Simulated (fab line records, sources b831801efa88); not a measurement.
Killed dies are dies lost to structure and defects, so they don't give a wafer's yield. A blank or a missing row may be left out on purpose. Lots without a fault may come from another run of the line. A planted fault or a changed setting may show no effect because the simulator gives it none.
fab line records | flow sky130
record lots=14 wafers=42 last_day=50
route steps=708 shown SONOS_TUNNEL@158 LDD_P@263 LDD_HVP@285 SD_N@358 PAD_OPEN@708
lots that met no fault: from a run of the same line without faults
start_h: hours from the record's first day to the start of the lot's first wafer shown | wait_h: hours since the lot's step before | " the same as in the row above | L1.1+2: a row that stands for several wafers | - no value, or no start given | * or withheld: withheld | < > ~ a bound
route shown NAME@n: a module of which the file shows steps, and the number in the route of the first | usual: mean/standard deviation of fault-free wafers | same: alike in all rows | chamber/n: place in a boat | sites: the reading at each site | _std_site: their standard deviation | _edge_site: outer sites' mean less inner sites' | radius_mm: how far each site lies from the wafer's centre | mask NAME#n: copy n | behind: the tool/chamber that last shaped the wafer | hold: why the lot was held/for how many hours/how that ended | device: the transistor (n, p or np) that didn't switch | end of line: the same wafers' tests at the end of the route | a step without rows: its recipe alone | killed: dies lost to structure and defects at the first sort, not the wafer's yield | map: a wafer's dies, x killed, . not, _ none there
set.NAME: the setting as run; set.NAME@STEP: as run at that earlier step | model.NAME: the simulator's own value behind a step, which no gauge read
steps of the route over a sample of lots; a table a step, a row a wafer
services: from which hour (start_h, from the record's first day; less than 0 if before it) a tool's chamber was out of use, for how many hours, and why
## steps
# step SKY_SONOS_TUNNEL_EXPOSE_04
# recipe mask_id=TUNM na=0.6 source_shape=conventional sigma_outer=0.6 polarization=unpolarized target_cd_nm=410 dose_mj=136
# columns lot.wafer tool chamber start_h wait_h mask
L803.2+4+5 iline_stepper-01 0 236.19 - TUNM#0
L804.1+2+4 iline_stepper-01 0 243.99 - TUNM#0
L805.1+3+6 iline_stepper-01 0 250.49 - TUNM#0
L806.1+5+6 iline_stepper-02 0 256.41 - TUNM#0
L810.2+4+6 iline_stepper-02 0 291.58 - TUNM#0
L812.4+5+6 iline_stepper-02 0 313.35 - TUNM#0
L814.1+3+6 iline_stepper-01 0 328.93 - TUNM#0
L816.1+2+3 iline_stepper-02 0 339.77 - TUNM#0
L818.1+3+5 iline_stepper-01 0 362.94 - TUNM#0
L819.1+3+6 iline_stepper-01 0 368.17 - TUNM#0
L820.3+5+6 iline_stepper-02 0 376.25 - TUNM#0
L822.2+5+6 iline_stepper-02 0 383.64 - TUNM#0
L824.2+3+6 iline_stepper-02 0 402.36 - TUNM#0
L825.2+3+6 iline_stepper-01 0 410.08 - TUNM#0
# step SKY_SONOS_TUNNEL_OVL_MEAS_08
# usual SONOS_TUNNEL_OVL=0.2/1.5
# columns lot.wafer tool chamber start_h wait_h SONOS_TUNNEL_OVL[nm]
L803.2 overlay-01 - 248.06 0.1 2.9
L803.4 " - " " 0.3
L803.5 " - " " 1.0
L804.1 overlay-01 - 255.81 0.1 1.0
L804.2 " - " " 3.1
L804.4 " - " " 2.8
L805.1 overlay-02 - 262.19 0.1 1.9
L805.3 " - " " 1.7
L805.6 " - " " -2.0
L806.1 overlay-02 - 267.86 0.1 -2.4
L806.5 " - " " -0.3
L806.6 " - " " 1.5
L810.2 overlay-01 - 304.51 0.1 1.5
L810.4 " - " " 1.3
L810.6 " - " " 0.7
L812.4 overlay-01 - 326.63 0.1 -0.2
L812.5 " - " " 0.4
L812.6 " - " " -1.3
L814.1 overlay-01 - 342.26 0.1 3.9
L814.3 " - " " 2.4
L814.6 " - " " 4.5
L816.1 overlay-02 - 352.76 0.1 0.9
L816.2 " - " " 1.8
L816.3 " - " " 3.2
L818.1 overlay-01 - 376.94 0.1 1.9
L818.3 " - " " 1.6
L818.5 " - " " -1.5
L819.1 overlay-02 - 382.21 0.1 259.9
L819.3 " - " " 260.4
L819.6 " - " " 258.4
L820.3 overlay-02 - 390.27 0.1 -1.2
L820.5 " - " " -1.1
L820.6 " - " " -0.1
L822.2 overlay-02 - 397.85 0.1 -2.0
L822.5 " - " " -2.0
L822.6 " - " " -1.1
L824.2 overlay-02 - 417.10 0.1 -0.5
L824.3 " - " " 0.3
L824.6 " - " " 0.4
L825.2 overlay-02 - 425.06 0.1 262.9
L825.3 " - " " 260.9
L825.6 " - " " 259.0
# step SKY_LDD_P_OVL_MEAS_08
# usual LDD_P_OVL=-0.1/1.1
# columns lot.wafer tool chamber start_h wait_h LDD_P_OVL[nm]
L803.2 overlay-02 - 428.42 0.1 -0.9
L803.4 " - " " -0.8
L803.5 " - " " 0.2
L804.1 overlay-01 - 441.31 0.1 -0.4
L804.2 " - " " -1.3
L804.4 " - " " -0.5
L805.1 overlay-02 - 444.46 0.1 0.1
L805.3 " - " " 1.2
L805.6 " - " " 0.2
L806.1 overlay-02 - 457.91 0.1 1.5
L806.5 " - " " -0.5
L806.6 " - " " -1.2
L810.2 overlay-01 - 501.56 0.1 -2.0
L810.4 " - " " -2.2
L810.6 " - " " -2.7
L812.4 overlay-01 - 522.43 0.1 0.4
L812.5 " - " " 0.0
L812.6 " - " " 0.7
L814.1 overlay-02 - 540.91 0.1 0.7
L814.3 " - " " 0.1
L814.6 " - " " -1.4
L816.1 overlay-02 - 549.21 0.1 1.0
L816.2 " - " " 0.3
L816.3 " - " " 1.1
L818.1 overlay-02 - 573.31 0.1 -1.0
L818.3 " - " " -1.0
L818.5 " - " " -0.4
L819.1 overlay-01 - 579.56 0.1 -1.3
L819.3 " - " " 1.1
L819.6 " - " " 0.8
L820.3 overlay-01 - 590.57 0.1 0.5
L820.5 " - " " -0.4
L820.6 " - " " -1.2
L822.2 overlay-02 - 596.32 0.1 0.5
L822.5 " - " " -0.4
L822.6 " - " " 0.0
L824.2 overlay-01 - 613.67 0.1 0.8
L824.3 " - " " 0.5
L824.6 " - " " 0.7
L825.2 overlay-01 - 622.77 0.1 0.1
L825.3 " - " " -0.1
L825.6 " - " " -3.1
# step SKY_LDD_HVP_OVL_MEAS_07
# usual LDD_HVP_OVL=-0.1/1.2
# columns lot.wafer tool chamber start_h wait_h LDD_HVP_OVL[nm]
L803.2 overlay-01 - 490.38 0.1 1.0
L803.4 " - " " 2.0
L803.5 " - " " 0.1
L804.1 overlay-02 - 502.92 0.1 0.6
L804.2 " - " " 0.4
L804.4 " - " " 0.2
L805.1 overlay-01 - 506.09 0.1 1.2
L805.3 " - " " -0.8
L805.6 " - " " 0.1
L806.1 overlay-01 - 519.49 0.1 -3.1
L806.5 " - " " 0.2
L806.6 " - " " -0.4
L810.2 overlay-02 - 561.80 0.1 -0.9
L810.4 " - " " -0.2
L810.6 " - " " 0.3
L812.4 overlay-01 - 582.50 0.1 0.2
L812.5 " - " " 2.5
L812.6 " - " " 1.7
L814.1 overlay-01 - 600.49 0.1 0.0
L814.3 " - " " -0.9
L814.6 " - " " -2.0
L816.1 overlay-02 - 608.09 0.1 -0.5
L816.2 " - " " 0.0
L816.3 " - " " 0.5
L818.1 overlay-01 - 632.59 0.1 0.7
L818.3 " - " " 1.4
L818.5 " - " " -0.5
L819.1 overlay-01 - 638.34 0.1 0.7
L819.3 " - " " 2.4
L819.6 " - " " 1.0
L820.3 overlay-01 - 648.70 0.1 -0.3
L820.5 " - " " -0.2
L820.6 " - " " -1.2
L822.2 overlay-01 - 654.28 0.1 1.1
L822.5 " - " " 1.2
L822.6 " - " " -0.7
L824.2 overlay-01 - 670.85 0.1 0.3
L824.3 " - " " -0.2
L824.6 " - " " -0.1
L825.2 overlay-01 - 679.78 0.1 -0.9
L825.3 " - " " 1.2
L825.6 " - " " 1.7
# step SKY_SD_N_RS_MEAS_16
# recipe thk_meas_gauge=four-point-probe
# usual SD_N_RS=68.56/0.11
# columns lot.wafer tool chamber start_h wait_h SD_N_RS[ohm/sq]
L803.2 film_metro-04 - 642.84 0.1 68.73
L803.4 " - " " 68.56
L803.5 " - " " 68.58
L804.1 film_metro-03 - 654.82 0.1 68.66
L804.2 " - " " 68.65
L804.4 " - " " 68.47
L805.1 film_metro-04 - 658.86 0.1 68.66
L805.3 " - " " 68.62
L805.6 " - " " 68.50
L806.1 film_metro-03 - 668.37 0.1 68.67
L806.5 " - " " 68.55
L806.6 " - " " 68.62
L810.2 film_metro-01 - 706.75 0.1 68.54
L810.4 " - " " 68.60
L810.6 " - " " 68.46
L812.4 film_metro-03 - 727.88 0.1 68.77
L812.5 " - " " 68.61
L812.6 " - " " 68.72
L814.1 film_metro-03 - 743.12 0.1 68.71
L814.3 " - " " 68.54
L814.6 " - " " 68.68
L816.1 film_metro-01 - 752.12 0.1 68.47
L816.2 " - " " 68.61
L816.3 " - " " 68.61
L818.1 film_metro-01 - 773.63 0.1 68.49
L818.3 " - " " 68.60
L818.5 " - " " 68.57
L819.1 film_metro-04 - 779.90 0.1 68.44
L819.3 " - " " 68.39
L819.6 " - " " 68.38
L820.3 film_metro-01 - 789.36 0.1 68.67
L820.5 " - " " 68.51
L820.6 " - " " 68.71
L822.2 film_metro-01 - 795.39 0.1 68.66
L822.5 " - " " 68.62
L822.6 " - " " 68.56
L824.2 film_metro-01 - 810.89 0.1 68.61
L824.3 " - " " 68.56
L824.6 " - " " 68.65
L825.2 film_metro-03 - 817.10 0.1 68.66
L825.3 " - " " 68.53
L825.6 " - " " 68.70
# step SKY_PAD_OPEN_PROBE_99
# usual killed_at_M0_to_M3=44/7.8 killed_at_M4_up=3.1/1.7 killed_at_contacts=25/5.1 killed_at_front_end=15/4.4 killed_at_other=0.5/0.68 killed_dies=88/9.9 killed_on_rim=17/3.9 killed_open=48/6.9 killed_short=39/6.5
# same gross_dies=492 killed_at_back_side=0
# columns lot.wafer tool chamber start_h wait_h killed_at_M0_to_M3 killed_at_M4_up killed_at_contacts killed_at_front_end killed_at_other killed_dies killed_on_rim killed_open killed_short
L819.1 prober-02 - 1167.56 0.1 54 3 23 412 0 492 96 56 42
L819.3 prober-02 - 1167.66 0.2 36 4 31 421 0 492 96 50 39
L819.6 prober-02 - 1167.81 0.2 34 1 24 433 0 492 96 36 33
L825.2 prober-01 - 1191.75 0.1 42 2 19 429 0 492 96 40 38
L825.3 prober-01 - 1191.80 0.2 39 4 19 430 0 492 96 46 39
L825.6 prober-01 - 1191.95 0.2 35 5 26 426 0 492 96 40 34
# killed by level:class
L819.1 SONOS_TUNNEL:overlay=394 VIA1:geometric_particle:open=13 CONTACT:geometric_particle:open=12 VIA2:geometric_particle:open=10 POLY_GATE:geometric_particle:open=7 METAL2:geometric_particle:short=7 METAL1:geometric_particle:short=6 CONTACT:geometric_particle:short=5
L819.3 SONOS_TUNNEL:overlay=403 CONTACT:geometric_particle:open=14 VIA1:geometric_particle:open=9 POLY_GATE:geometric_particle:short=7 LI_CONTACT:geometric_particle:open=6 VIA3:geometric_particle:open=5 POLY_GATE:geometric_particle:open=4 CONTACT:geometric_particle:short=4
L819.6 SONOS_TUNNEL:overlay=423 CONTACT:geometric_particle:open=10 LI_CONTACT:geometric_particle:open=7 POLY_GATE:geometric_particle:short=5 METAL2:geometric_particle:short=5 METAL1:geometric_particle:short=5 VIA1:geometric_particle:open=5 VIA2:geometric_particle:open=4
L825.2 SONOS_TUNNEL:overlay=413 VIA1:geometric_particle:open=12 VIA3:geometric_particle:open=8 METAL1:geometric_particle:short=6 LOCAL_INTERCONNECT:geometric_particle:short=6 POLY_GATE:geometric_particle:short=5 LI_CONTACT:geometric_particle:open=5 CONTACT:geometric_particle:open=5
L825.3 SONOS_TUNNEL:overlay=407 CONTACT:geometric_particle:open=12 FIELD_ISO:geometric_particle:open=9 POLY_GATE:geometric_particle:short=6 METAL2:geometric_particle:short=6 METAL1:geometric_particle:short=6 VIA1:geometric_particle:open=6 FIELD_ISO:geometric_particle:short=5
L825.6 SONOS_TUNNEL:overlay=417 VIA1:geometric_particle:open=9 LI_CONTACT:geometric_particle:open=7 CONTACT:geometric_particle:open=7 LI_CONTACT:geometric_particle:short=6 VIA2:geometric_particle:open=6 CONTACT:geometric_particle:short=4 METAL3:geometric_particle:short=4
## services
# columns tool chamber start_h hours kind
iline_stepper-02 - 254.06 2.2 repair
iline_stepper-01 - 261.41 2.1 pm
iline_stepper-01 - 263.50 - consumable_replace:lamp
iline_stepper-01 - 265.76 1.7 pm
iline_stepper-01 - 286.49 2.8 repair
iline_stepper-02 - 305.94 4.4 pm
iline_stepper-02 - 315.84 1.7 pm
iline_stepper-01 - 319.72 4.4 pm
iline_stepper-02 0 330.43 - calibration
iline_stepper-02 - 342.34 5.6 repair
iline_stepper-01 0 362.18 - calibration
iline_stepper-01 - 400.44 3.6 repair
## key
first_sign step=SKY_SONOS_TUNNEL_OVL_MEAS_08 reading=SONOS_TUNNEL_OVL direction=up sigmas=99+ usual=0.2 struck=260.2
effect step=SKY_PAD_OPEN_PROBE_99 reading=killed_at_front_end direction=up sigmas=92 usual=15 struck=425
more_kills_born_at SKY_SONOS_TUNNEL_EXPOSE_04@iline_stepper-01=2457
met_at SKY_SONOS_TUNNEL_EXPOSE_04
struck_lots L819,L825
tester_left_out L819,L825
not_acting_at SKY_LDD_P_OVL_MEAS_08,SKY_LDD_HVP_OVL_MEAS_07,SKY_SD_N_RS_MEAS_16
onset_between 362.94 368.17
fault kind=scanner_matching_overlay tool=iline_stepper-01 chamber=- onset_h=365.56 steps=SKY_SONOS_TUNNEL_EXPOSE_04 offset=260.78
# tester_left_out: of these lots the tester's yield and bins aren't shown, on N5 and GAA mostly nor the transistor test; their killed dies are dies lost to structure and defects alone, not to doping, threshold or leakage, so they don't give the yield
